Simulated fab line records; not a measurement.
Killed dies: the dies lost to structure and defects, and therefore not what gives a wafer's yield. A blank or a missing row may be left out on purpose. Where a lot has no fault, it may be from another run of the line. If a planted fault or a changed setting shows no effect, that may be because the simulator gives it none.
Which of the tools did it?    flow sky130    Sampling: 10 lots, 30 wafers, 6 of 708 route steps

== WHAT THE GAUGES SHOWED, per wafer ==
SKY_METAL2_RS_MEAS_05: measurement is done with a four-point probe.
lot   measured      on             METAL2_ALCU_RS (ohm/sq)
L599  day 33 22:05  film-metro-04  0.1252 0.1236 0.1248
L600  day 34 07:34  film-metro-03  0.1247 0.1234 0.1243
L604  day 35 07:19  film-metro-03  0.1249 0.1255 0.1251
L608  day 37 04:54  film-metro-03  8.7192 8.6943 8.7870
L609  day 37 13:32  film-metro-02  8.6385 8.7818 8.7810
L611  day 37 18:34  film-metro-02  8.5936 8.5466 8.5804
L619  day 40 03:43  film-metro-04  0.1252 0.1266 0.1249
L620  day 40 10:01  film-metro-03  0.1264 0.1257 0.1281
L621  day 40 15:35  film-metro-02  0.1262 0.1260 0.1249
L622  day 41 01:15  film-metro-02  0.1230 0.1247 0.1240

SKY_METAL2_THK_MEAS_06: measures by xrf.
lot   measured      on             METAL2_ALCU_THK (nm)
L599  day 33 22:12  film-metro-04  254 259 254
L600  day 34 07:41  film-metro-03  251 254 254
L604  day 35 07:25  film-metro-03  252 251 252
L608  day 37 04:59  film-metro-03  <1 <1 <1
L609  day 37 13:40  film-metro-02  <0 <0 <0
L611  day 37 18:41  film-metro-02  <0 <0 <0
L619  day 40 03:50  film-metro-04  251 249 253
L620  day 40 10:07  film-metro-03  251 251 248
L621  day 40 15:42  film-metro-02  253 253 256
L622  day 41 01:22  film-metro-02  259 256 256

== WHICH TOOL RAN EACH LOT (tool, then ch and the chambers of the sampled wafers, then the start) ==
lot   SKY_CONTACT_CMP_27             SKY_METAL2_SPUTTER_02         SKY_METAL2_SPUTTER_03         SKY_METAL2_SPUTTER_04
L599  cmp-01 ch 0,1,3, day 31 12:01  pvd-sputter-04, day 33 21:58  pvd-sputter-04, day 33 22:00  pvd-sputter-04, day 33 22:01
L600  cmp-01 ch 0,1,2, day 31 22:02  pvd-sputter-03, day 34 07:28  pvd-sputter-03, day 34 07:30  pvd-sputter-03, day 34 07:31
L604  cmp-02 ch 0,2,3, day 32 22:22  pvd-sputter-04, day 35 07:11  pvd-sputter-04, day 35 07:13  pvd-sputter-04, day 35 07:14
L608  cmp-01 ch 0,2,3, day 34 21:16  pvd-sputter-03, day 37 04:45  pvd-sputter-03, day 37 04:47  pvd-sputter-03, day 37 04:48
L609  cmp-01 ch 0,2, day 35 06:16    pvd-sputter-01, day 37 13:27  pvd-sputter-01, day 37 13:29  pvd-sputter-01, day 37 13:30
L611  cmp-02 ch 1,2,3, day 35 10:57  pvd-sputter-04, day 37 18:28  pvd-sputter-04, day 37 18:29  pvd-sputter-04, day 37 18:31
L619  cmp-01 ch 2,3, day 37 19:52    pvd-sputter-04, day 40 03:37  pvd-sputter-04, day 40 03:38  pvd-sputter-04, day 40 03:40
L620  cmp-02 ch 0,2,3, day 38 05:52  pvd-sputter-04, day 40 09:54  pvd-sputter-04, day 40 09:55  pvd-sputter-04, day 40 09:56
L621  cmp-02 ch 1,2,3, day 38 12:10  pvd-sputter-03, day 40 15:29  pvd-sputter-03, day 40 15:31  pvd-sputter-03, day 40 15:31
L622  cmp-02 ch 0,1,3, day 38 15:37  pvd-sputter-03, day 41 01:10  pvd-sputter-03, day 41 01:11  pvd-sputter-03, day 41 01:12
- SKY_CONTACT_CMP_27: polishes, stops on SiO2, t overpolish 15 s, target thk 0 nm.
- SKY_METAL2_SPUTTER_02: material AlCu, target thk 250 nm, time 13.3 s.
- SKY_METAL2_SPUTTER_03: material Ti, target thk 5 nm, time 3.3 s.
- SKY_METAL2_SPUTTER_04: material TiN, target thk 70 nm, time 58.3 s.

== WHAT THE TOOLS THEMSELVES READ (means of the sampled wafers that have a number; where no wafer has one, the mark that the record gives instead) ==
SKY_CONTACT_CMP_27.
lot   tool    head-pressure-psi (psi)  motor-current-A (A)  overpolish-run-s (s)  time-to-endpoint-s (s)
L599  cmp-01  3.500                    10.6                 15.007                77
L600  cmp-01  3.500                    10.5                 14.995                81
L604  cmp-02  3.502                    11.7                 14.992                84
L608  cmp-01  3.505                    10.3                 14.990                82
L609  cmp-01  3.492                    10.1                 15.002                83
L611  cmp-02  3.499                    11.4                 15.000                81
L619  cmp-01  3.499                    10.7                 15.001                85
L620  cmp-02  3.498                    11.5                 14.992                86
L621  cmp-02  3.504                    11.5                 15.002                81
L622  cmp-02  3.500                    11.2                 15.009                86

SKY_METAL2_SPUTTER_02.
lot   tool            cathode-dc-power-W (W)  chamber-pressure-pa (Pa)  throttle-valve-pct (%)
L599  pvd-sputter-04  10601                   0.3985                    30.6
L600  pvd-sputter-03  10599                   0.4012                    30.0
L604  pvd-sputter-04  10600                   0.3998                    30.9
L608  pvd-sputter-03  -                       -                         -
L609  pvd-sputter-01  -                       -                         -
L611  pvd-sputter-04  -                       -                         -
L619  pvd-sputter-04  10598                   0.4004                    30.5
L620  pvd-sputter-04  10600                   0.4007                    30.5
L621  pvd-sputter-03  10600                   0.3996                    28.6
L622  pvd-sputter-03  10600                   0.4006                    30.6

SKY_METAL2_SPUTTER_03.
lot   tool            cathode-dc-power-W (W)  chamber-pressure-pa (Pa)  throttle-valve-pct (%)
L599  pvd-sputter-04  2999.6                  0.3992                    30.4
L600  pvd-sputter-03  3000.0                  0.4009                    30.0
L604  pvd-sputter-04  3000.1                  0.3996                    31.0
L608  pvd-sputter-03  3000.6                  0.4000                    29.9
L609  pvd-sputter-01  2999.8                  0.3999                    30.2
L611  pvd-sputter-04  3000.4                  0.4010                    31.0
L619  pvd-sputter-04  3000.1                  0.3998                    30.7
L620  pvd-sputter-04  2999.9                  0.3998                    30.4
L621  pvd-sputter-03  2999.5                  0.3999                    28.5
L622  pvd-sputter-03  3000.3                  0.4000                    30.5

SKY_METAL2_SPUTTER_04.
lot   tool            cathode-dc-power-W (W)  chamber-pressure-pa (Pa)  throttle-valve-pct (%)
L599  pvd-sputter-04  6501.4                  0.3995                    30.5
L600  pvd-sputter-03  6499.7                  0.3994                    29.9
L604  pvd-sputter-04  6500.0                  0.4003                    30.8
L608  pvd-sputter-03  6500.0                  0.4003                    29.9
L609  pvd-sputter-01  6500.7                  0.4002                    30.3
L611  pvd-sputter-04  6500.1                  0.4005                    30.9
L619  pvd-sputter-04  6500.0                  0.3995                    30.3
L620  pvd-sputter-04  6500.3                  0.4004                    30.4
L621  pvd-sputter-03  6499.7                  0.4002                    28.6
L622  pvd-sputter-03  6501.0                  0.4004                    30.5

== THE ANSWER, worked out from the rows above alone ==
Rule: the lots themselves supply what counts as usual. Put in order of their means at a reading, lots are off if they are a third of the lots or fewer, leave a main group of 4 or more, and stand apart from it by a gap of 3 or more times the standard deviation of the main group's means; of several such gaps the widest counts. A main group is skipped when, at the precision printed for the reading in the tables above, its means are all equal. Also off: a lot with no number at a reading for which 4 or more lots have one. The other lots that the step has rows for count as sound. After the gauges, taken in route order, come the tools' own readings; for these a lot's mean is taken, as printed above. At the first step where some lot is off, the reading lying furthest off is the one used; lots without a number count as furthest.
Off: L608, L609, L611, seen at SKY_METAL2_RS_MEAS_05 (METAL2_ALCU_RS). Mean 0.1251 ohm/sq and standard deviation 0.00092 in the main group.
A tool fits if, at a process step before that reading, it ran every lot that is off, and no sound lot after the first of them. The gauges at SKY_METAL2_RS_MEAS_05 aren't tried: what is off there is off at SKY_METAL2_SPUTTER_02 too, on other tools, and a gauge's error can't cause that. Of those tried, none fits.

== WHAT THE SIMULATOR HAD PUT IN ==
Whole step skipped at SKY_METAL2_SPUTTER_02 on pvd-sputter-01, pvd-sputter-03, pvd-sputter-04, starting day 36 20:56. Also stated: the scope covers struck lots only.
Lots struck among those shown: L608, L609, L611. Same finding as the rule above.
